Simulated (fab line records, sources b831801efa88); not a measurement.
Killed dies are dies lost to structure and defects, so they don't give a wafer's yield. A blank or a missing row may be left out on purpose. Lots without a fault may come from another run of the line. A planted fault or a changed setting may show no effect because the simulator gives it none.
A struck lot beside a sound one | flow sky130 | 21 steps out of a route of 708
Sound: wafers L818.3, L818.4, L818.6. Struck: wafers L822.4, L822.5, L822.6. The cause comes at the end.
At each step with rows: each side's tool, then ch and its chambers, then its first start. Under that, the readings that differ: sound wafers | struck wafers | difference of the means | sigmas: that difference in standard deviations of wafers without a fault.
alike: readings whose means differ by less than 2 such deviations, and words and numbers that are the same on both sides. not compared: withheld readings, readings that some wafer has no value for, bounds like >300 that may hide the same value, and numbers for which the record gives no deviation and whose values overlap.
The two part at a step that has a row with sigmas, a row that says differs or no value, or rows on one side only. Numbers that don't overlap but have no deviation are shown without sigmas and don't part them. A reading that every wafer of one side lacks parts them only if that side has two wafers or more.

SKY_METAL3_SPUTTER_01: material TiN, target thk 20 nm, time 16.7 s.
  sound on pvd_sputter-03, day 36 16:47; struck on pvd_sputter-02, day 38 01:22
  alike: throttle_valve_pct
SKY_METAL3_SPUTTER_02: material AlCu, target thk 735 nm, time 39.1 s.
  sound on pvd_sputter-03, day 36 16:48; struck on pvd_sputter-02, day 38 01:24
  alike: throttle_valve_pct
then, 1 step without rows for these wafers: SKY_METAL3_SPUTTER_03 (material Ti, target thk 5 nm, time 3.3 s).
SKY_METAL3_SPUTTER_04: material TiN, target thk 70 nm, time 58.3 s.
  sound on pvd_sputter-03, day 36 16:52; struck on pvd_sputter-02, day 38 01:28
  alike: throttle_valve_pct
SKY_CAPM_CVD_00: deposits SiO2, target thk 15.5 nm.
  sound on pecvd-01 ch 0,1, day 36 16:55; struck on pecvd-02 ch 0,1,2, day 38 01:30
  alike: heater_power_w
SKY_CAPM_THK_MEAS_01:
  sound on film_metro-02, day 36 16:57; struck on film_metro-01, day 38 01:32
  alike: CAPM_CVD_00_THK
SKY_CAPM_SPUTTER_02: material TiN, target thk 200 nm, time 166.7 s.
  sound on pvd_sputter-02, day 36 16:59; struck on pvd_sputter-04, day 38 01:34
  reading                | sound          | struck         | difference | sigmas
  throttle_valve_pct (%) | 28.5 28.5 28.5 | 30.5 30.2 30.4 | +1.9       | +2
SKY_CAPM_RS_MEAS_03: measures by four-point-probe.
  sound on film_metro-03, day 36 17:08; struck on film_metro-03, day 38 01:44
  alike: CAPM_TIN_RS
SKY_CAPM_THK_MEAS_04: measures by xrf.
  sound on film_metro-03, day 36 17:14; struck on film_metro-03, day 38 01:50
  reading           | sound             | struck            | difference | sigmas
  CAPM_TIN_THK (nm) | 201.3 203.0 200.3 | 196.7 199.3 196.3 | -4.1       | -2
then, 3 steps without rows for these wafers: SKY_CAPM_DEHYDRATE_05 (time 60 s); SKY_CAPM_HMDS_06 (prime time 60 s); SKY_CAPM_COAT_07 (resist thk 1140 nm).
SKY_CAPM_SOFTBAKE_08: time 60 s.
  sound on litho_track-01 ch 0, day 37 07:16; struck on litho_track-01 ch 0, day 38 14:32
  reading                                   | sound             | struck            | difference | sigmas
  heater_power_total_W (W)                  | 56.55 56.59 56.66 | 62.77 62.73 62.69 | +6.13      | +99 or more
  plate_temp_C (C)                          | 90.00 90.12 90.20 | 96.84 96.55 96.77 | +6.61      | +55
  model.NOVOLAK_of_CAPM_COAT_07.thk_nm (nm) | 1138 1140 1141    | 1115 1118 1112    | -25        |
then, 3 steps without rows for these wafers: SKY_CAPM_EXPOSE_09 (exposes mask CAPM, target cd 1000 nm); SKY_CAPM_PEB_10; SKY_CAPM_DEVELOP_11 (develop time 60 s).
SKY_CAPM_OVL_MEAS_12:
  sound on overlay-02, day 37 19:15; struck on overlay-02, day 39 02:24
  alike: CAPM_OVL
SKY_CAPM_METAL_ETCH_13: etches TiN in Cl2/BCl3, stops on SiO2, target depth 220 nm, time 62.9 s.
  sound on rie_metal-03 ch 0,1, day 37 19:18; struck on rie_metal-02 ch 0,1, day 39 02:27
  reading                                   | sound             | struck            | difference | sigmas
  model.NOVOLAK_of_CAPM_COAT_07.thk_nm (nm) | 987.9 992.1 991.5 | 967.7 968.5 965.5 | -23.3      |
  alike: drypump_motor_current_A, oes_product_au, throttle_valve_pct
  not compared: rf_hours_counter_h
SKY_CAPM_STRIP_14: strips in O2/N2.
  sound on plasma_asher-01 ch 0,1, day 37 19:23; struck on plasma_asher-01 ch 0,1, day 39 02:32
  reading                      | sound             | struck            | difference | sigmas
  strip_time_to_endpoint_s (s) | 12.59 12.63 12.65 | 12.36 12.36 12.33 | -0.27      | -6
  alike: drypump_motor_current_A, oes_product_au
  not compared: rf_hours_counter_h
then, 1 step without rows for these wafers: SKY_CAPM_STRIP_15 (strips in post etch residue remover, time 1200 s).
SKY_PAD_OPEN_PROBE_99:
  the record has rows for the sound wafers here (prober-01, day 46 03:02) and none for the struck ones

WHERE THEY PART
First at SKY_CAPM_SPUTTER_02; last, within this record, at SKY_PAD_OPEN_PROBE_99.

WHY: what the simulator had put in
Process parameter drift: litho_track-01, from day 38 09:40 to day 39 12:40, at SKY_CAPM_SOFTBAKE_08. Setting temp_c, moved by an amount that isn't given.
